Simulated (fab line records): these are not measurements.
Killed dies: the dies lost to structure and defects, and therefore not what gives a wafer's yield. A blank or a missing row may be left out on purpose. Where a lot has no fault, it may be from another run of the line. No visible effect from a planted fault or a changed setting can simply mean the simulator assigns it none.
One fault seen from 2 desks    flow gf180mcu    only its own numbers are on each desk; what lay behind them is given at the end

## METROLOGY DESK
What the gauges read, lot by lot, whatever tool the lot ran on: means of the sampled wafers that have a number. Marked OUT: a lot whose mean sits more than 4 standard deviations from the usual mean, which makes it out of limits; the brackets give that distance.
Columns: A = STI_CVD_03_THK at GF_STI_THK_MEAS_04, usual 208.2 nm; B = cd-nm at GF_STI_CD_MEAS_12, usual 219.8 nm; C = MVSD_OVL at GF_MVSD_OVL_MEAS_07, usual 0.1 nm
lot   first seen here  A                B      C
L763  day 1 13:34      204.6            218.4  0.0
L764  day 1 18:34      209.6            221.3  1.0
L766  day 2 04:34      208.0            221.1  -1.3
L769  day 2 20:33      209.3            220.0  0.7
L774  day 3 20:34      243.2 (+17) OUT  219.5  0.7
L775  day 4 02:53      241.1 (+16) OUT  219.5  1.3
L781  day 5 07:34      208.0            219.6  1.9
L782  day 5 12:34      211.4            220.7  -1.4
L783  day 5 17:34      210.8            218.8  1.5
L784  day 5 23:04      207.3            220.0  -0.2
L786  day 6 08:53      205.2            218.1  0.6
This desk's result: L774, L775 out of limits, first on L774 (STI_CVD_03_THK at GF_STI_THK_MEAS_04), day 3 20:34. Within limits: L763, L764, L766, L769, L781, L782, L783, L784, L786.

## THE TOOL OWNER'S DESK: lpcvd-01
The tool's own readings at GF_STI_CVD_03 (deposits Si3N4 from DCS/NH3, target thk 207.16 nm, time 3551 s): means of the sampled wafers that have a number, for each lot that ran on this tool. Marked OUT: a lot whose mean sits more than 4 standard deviations from the usual mean, which makes it out of limits; the brackets give that distance.
Columns: A = spike-tc-centre-C at GF_STI_CVD_03, usual 770.5 C; B = spike-tc-lower-C at GF_STI_CVD_03, usual 770.5 C; C = spike-tc-top-C at GF_STI_CVD_03, usual 782.2 C; D = spike-tc-upper-C at GF_STI_CVD_03, usual 770.6 C; E = susceptor-temp-C at GF_STI_CVD_03, usual 770.0 C; F = zone-power-lower-pct at GF_STI_CVD_03, usual 12.6 %; G = zone-power-top-pct at GF_STI_CVD_03, usual 27.2 %
lot   first seen here  A                 B                 C                 D                 E                F     G
L763  day 1 11:34      770.9             770.6             782.3             770.5             770.5            10.3  31.1
L774  day 3 18:34      780.3 (+8.9) OUT  779.9 (+11) OUT   789.9 (+6.4) OUT  779.3 (+6.7) OUT  778.5 (+27) OUT  10.4  31.5
L775  day 3 23:55      778.1 (+6.9) OUT  779.0 (+9.6) OUT  789.4 (+6.0) OUT  778.3 (+5.9) OUT  778.2 (+26) OUT  13.8  23.6
This desk's finding: out of limits on L774, L775; first on L774, day 3 18:34 (spike-tc-centre-C at GF_STI_CVD_03). Within limits: L763.

## TAKEN TOGETHER
At day 3 18:34, on L774, L775, the tool owner's desk was in a position to raise an alarm.
The metrology desk could have raised an alarm at day 3 20:34, on L774, L775.
Of the lots named, all ran GF_STI_CVD_03 on lpcvd-01.

## WHAT THE SIMULATOR PUT IN
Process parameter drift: lpcvd-01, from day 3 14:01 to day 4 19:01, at GF_STI_CVD_03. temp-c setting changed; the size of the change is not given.
Shown lots that were struck: L774, L775.
Delay (hours) between the fault's onset and each desk's first out-of-limits reading: 5 at the tool owner's desk, 7 at the metrology desk.
